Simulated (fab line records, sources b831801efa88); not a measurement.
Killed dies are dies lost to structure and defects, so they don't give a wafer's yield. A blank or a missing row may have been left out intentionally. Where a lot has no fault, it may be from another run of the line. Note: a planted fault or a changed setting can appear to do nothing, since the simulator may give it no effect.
What tool caused it?	flow sky130	36 wafers from 12 lots sampled at 4 of the route's 708 steps

## WHAT THE GAUGES READ, wafer by wafer
SKY_SONOS_TUNNEL_TW_MEAS_12.
lot	measured	on	SONOS_TUNNEL_TW
L173	day 11 07:10	filmMetro-04	195.2 197.0 195.4
L175	day 11 22:18	filmMetro-01	197.2 197.4 198.2
L177	day 12 17:28	filmMetro-01	197.0 196.4 197.2
L178	day 12 22:10	filmMetro-04	197.8 198.2 197.0
L179	day 13 04:39	filmMetro-01	196.5 197.7 197.1
L180	day 13 13:47	filmMetro-01	197.2 198.1 197.9
L182	day 14 04:14	filmMetro-04	197.6 198.1 197.4
L184	day 14 21:08	filmMetro-04	197.9 198.9 197.7
L185	day 15 11:38	filmMetro-04	196.0 196.4 197.5
L187	day 15 20:55	filmMetro-02	199.0 197.2 198.2
L188	day 16 08:41	filmMetro-04	196.1 198.0 195.9
L189	day 16 15:39	filmMetro-01	197.4 196.8 196.4

SKY_SONOS_ONO_THK_MEAS_05.
lot	measured	on	SONOS_ONO_CVD_04_THK (nm)
L173	day 11 13:23	filmMetro-01	5.74 5.76 5.75
L175	day 12 03:40	filmMetro-01	5.64 5.70 5.73
L177	day 12 22:49	filmMetro-01	5.67 5.74 5.71
L178	day 13 03:14	filmMetro-04	5.93 5.89 6.05
L179	day 13 09:34	filmMetro-01	5.69 5.73 5.68
L180	day 13 19:23	filmMetro-04	5.69 5.76 5.73
L182	day 14 10:11	filmMetro-04	6.00 6.07 5.90
L184	day 15 02:28	filmMetro-03	5.68 5.55 5.66
L185	day 15 18:28	filmMetro-04	5.86 5.83 5.83
L187	day 16 03:26	filmMetro-01	6.65 6.69 6.70
L188	day 16 13:35	filmMetro-01	6.54 6.52 6.54
L189	day 17 00:47	filmMetro-04	6.61 6.69 6.60

## TOOL THAT RAN EACH LOT (tool first, then ch and the chambers of the sampled wafers, then the start)
lot	SKY_VT_ADJUST_PCH_STRIP_09	SKY_SONOS_ONO_CVD_04
L173	plasmaAsher-02 ch 0,1, day 10 08:33	lpcvd-03 ch 0, day 11 12:07
L175	plasmaAsher-02 ch 0,1, day 10 23:05	lpcvd-03 ch 1, day 12 02:25
L177	plasmaAsher-03 ch 0,1, day 11 15:51	lpcvd-03 ch 0, day 12 21:34
L178	plasmaAsher-02 ch 0,1, day 11 20:40	lpcvd-03 ch 1, day 13 01:57
L179	plasmaAsher-01 ch 0, day 12 02:59	lpcvd-03 ch 1, day 13 08:19
L180	plasmaAsher-02 ch 0,1, day 12 11:34	lpcvd-03 ch 0, day 13 18:07
L182	plasmaAsher-01 ch 0,1, day 13 01:41	lpcvd-03 ch 0, day 14 08:56
L184	plasmaAsher-02 ch 0,1, day 13 18:34	lpcvd-03 ch 0, day 15 01:11
L185	plasmaAsher-01 ch 0,1, day 14 08:32	lpcvd-03 ch 1, day 15 17:11
L187	plasmaAsher-03 ch 0,1, day 14 16:47	lpcvd-03 ch 0, day 16 02:11
L188	plasmaAsher-03 ch 0,1, day 15 05:05	lpcvd-03 ch 0, day 16 12:20
L189	plasmaAsher-03 ch 0,1, day 15 10:47	lpcvd-03 ch 0, day 16 23:31
- SKY_VT_ADJUST_PCH_STRIP_09: strips in O2/N2.
- SKY_SONOS_ONO_CVD_04: deposits SiO2 from SiH4/N2O, target thk 5.7199 nm.

## AS READ BY THE TOOLS THEMSELVES (means over the sampled wafers that have a number; for cases with no such wafer, the mark the record gives instead)
SKY_VT_ADJUST_PCH_STRIP_09.
lot	tool	drypumpMotorCurrentA (A)	oesProductAu (a.u.)	stripTimeToEndpointS (s)
L173	plasmaAsher-02	5.6	0.722	36.90
L175	plasmaAsher-02	5.6	0.725	36.92
L177	plasmaAsher-03	5.4	0.726	36.87
L178	plasmaAsher-02	5.9	0.721	36.80
L179	plasmaAsher-01	5.3	0.721	36.87
L180	plasmaAsher-02	5.6	0.722	36.75
L182	plasmaAsher-01	5.4	0.721	36.90
L184	plasmaAsher-02	5.6	0.724	36.81
L185	plasmaAsher-01	5.4	0.722	36.79
L187	plasmaAsher-03	5.4	0.724	36.82
L188	plasmaAsher-03	5.4	0.722	36.95
L189	plasmaAsher-03	5.4	0.724	36.91

SKY_SONOS_ONO_CVD_04.
lot	tool	zonePowerCentrePct (%)
L173	lpcvd-03	22.9
L175	lpcvd-03	17.5
L177	lpcvd-03	22.5
L178	lpcvd-03	17.6
L179	lpcvd-03	17.7
L180	lpcvd-03	22.7
L182	lpcvd-03	22.9
L184	lpcvd-03	22.6
L185	lpcvd-03	17.4
L187	lpcvd-03	22.7
L188	lpcvd-03	22.5
L189	lpcvd-03	22.7

## THE ANSWER, worked out from the rows above alone
Rule: what is usual is taken from the lots themselves. Put in order of their means at a reading, lots are off if they are a third of the lots or fewer, leave a main group of 4 or more, and stand apart from it by a gap of 3 or more times the standard deviation of the main group's means; of several such gaps the widest counts. Not used: any main group whose means are identical at the precision the tables above print for the reading. Also off: a lot with no number at a reading for which 4 or more lots have one. All remaining lots with rows at the step are treated as sound. After the gauges, taken in route order, come the tools' own readings; for these a lot's mean is taken, as printed above. The first step at which some lot is off is used, and at that step the reading that is off furthest; a lot without a number counts as furthest.
Off: at SKY_SONOS_ONO_THK_MEAS_05 (SONOS_ONO_CVD_04_THK), L187, L188, L189. Mean 5.78 nm and standard deviation 0.12 in the main group.
A tool fits if, at a process step before that reading, it ran every lot that is off, and no sound lot after the first of them. Those tools and the gauges at SKY_SONOS_ONO_THK_MEAS_05 are tried in the same way. Undecided on this evidence; 2 tools fit (plasmaAsher-03 at SKY_VT_ADJUST_PCH_STRIP_09, lpcvd-03 at SKY_SONOS_ONO_CVD_04).

## WHAT THE SIMULATOR HAD INSERTED
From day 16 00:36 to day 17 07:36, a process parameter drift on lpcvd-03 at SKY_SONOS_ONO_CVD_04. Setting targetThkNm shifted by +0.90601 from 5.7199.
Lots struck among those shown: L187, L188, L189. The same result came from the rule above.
